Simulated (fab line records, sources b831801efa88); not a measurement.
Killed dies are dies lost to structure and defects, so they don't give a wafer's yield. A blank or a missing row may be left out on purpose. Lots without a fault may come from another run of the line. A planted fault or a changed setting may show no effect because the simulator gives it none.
Chamber matching | flow sfq_line | SFQ_TRILAYER_I3_CMP_CMP_082 on cmp-02: 4 sister chambers
The step polishes SiO2. 20 wafers are shown with their chamber, then 10 later ones without.

WAFERS WITH THEIR CHAMBER
wafer  | chamber | motor_current_A (A) | time_to_endpoint_s (s)
L886.2 | 3       | 8.5                 | 200
L886.4 | 2       | 8.8                 | 210
L886.5 | 1       | 8.9                 | 215
L888.4 | 3       | 8.9                 | 227
L888.3 | 1       | 9.8                 | 216
L888.5 | 0       | 8.8                 | 223
L889.1 | 3       | 8.8                 | 218
L889.4 | 0       | 8.9                 | 213
L889.3 | 2       | 8.8                 | 208
L893.4 | 0       | 8.6                 | 215
L893.5 | 3       | 8.8                 | 212
L893.6 | 0       | 9.0                 | 205
L895.1 | 3       | 8.9                 | 214
L895.2 | 2       | 9.0                 | 204
L895.6 | 3       | 8.2                 | 221
L901.2 | 3       | 8.8                 | 218
L901.4 | 2       | 8.7                 | 224
L901.6 | 1       | 9.7                 | 218
L902.3 | 0       | 9.1                 | 214
L902.4 | 1       | 9.7                 | 218

SIGNATURES (means of the wafers above)
reading            | chamber 0 | chamber 1 | chamber 2 | chamber 3 | scatter within a chamber
motor_current_A    | 8.880     | 9.525     | 8.825     | 8.700     | 0.265
time_to_endpoint_s | 214.00    | 216.75    | 211.50    | 215.71    | 7.19
Rule: a wafer's distance from a chamber is the root of the sum, over the readings, of the square of ((its reading less the chamber's mean) divided by the reading's scatter). The wafer belongs to the nearest chamber; if the next one is less than 2 further off, it can't be placed. The scatter: the root of (the sum of the squares of (reading less its chamber's mean) over the shown wafers, divided by (wafers less chambers)).

WAFERS WITHOUT THEIR CHAMBER
wafer  | motor_current_A (A) | time_to_endpoint_s (s)
L902.6 | 9.1                 | 223
L905.2 | 8.7                 | 214
L905.3 | 9.1                 | 215
L905.4 | 8.6                 | 218
L906.4 | 8.7                 | 222
L906.3 | 9.6                 | 217
L906.5 | 9.1                 | 223
L909.1 | 8.9                 | 214
L909.3 | 9.5                 | 203
L909.5 | 8.7                 | 218

WHICH CHAMBER EACH WENT THROUGH
wafer  | from the rows above               | in truth
L902.6 | can't be placed: 0 or 3 or 1 or 2 | 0
L905.2 | can't be placed: 3 or 2 or 0      | 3
L905.3 | can't be placed: 0 or 2 or 3 or 1 | 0
L905.4 | can't be placed: 3 or 0 or 2      | 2
L906.4 | can't be placed: 3 or 0 or 2      | 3
L906.3 | 1                                 | 1
L906.5 | can't be placed: 0 or 3 or 1 or 2 | 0
L909.1 | can't be placed: 0 or 2 or 3      | 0
L909.3 | can't be placed: 1 or 0 or 2 or 3 | 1
L909.5 | can't be placed: 3 or 0 or 2      | 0
Placed correctly: 1 of 10. Can't be placed from these rows: 9 (the true chamber is among the candidates in 9). Placed wrongly: 0.
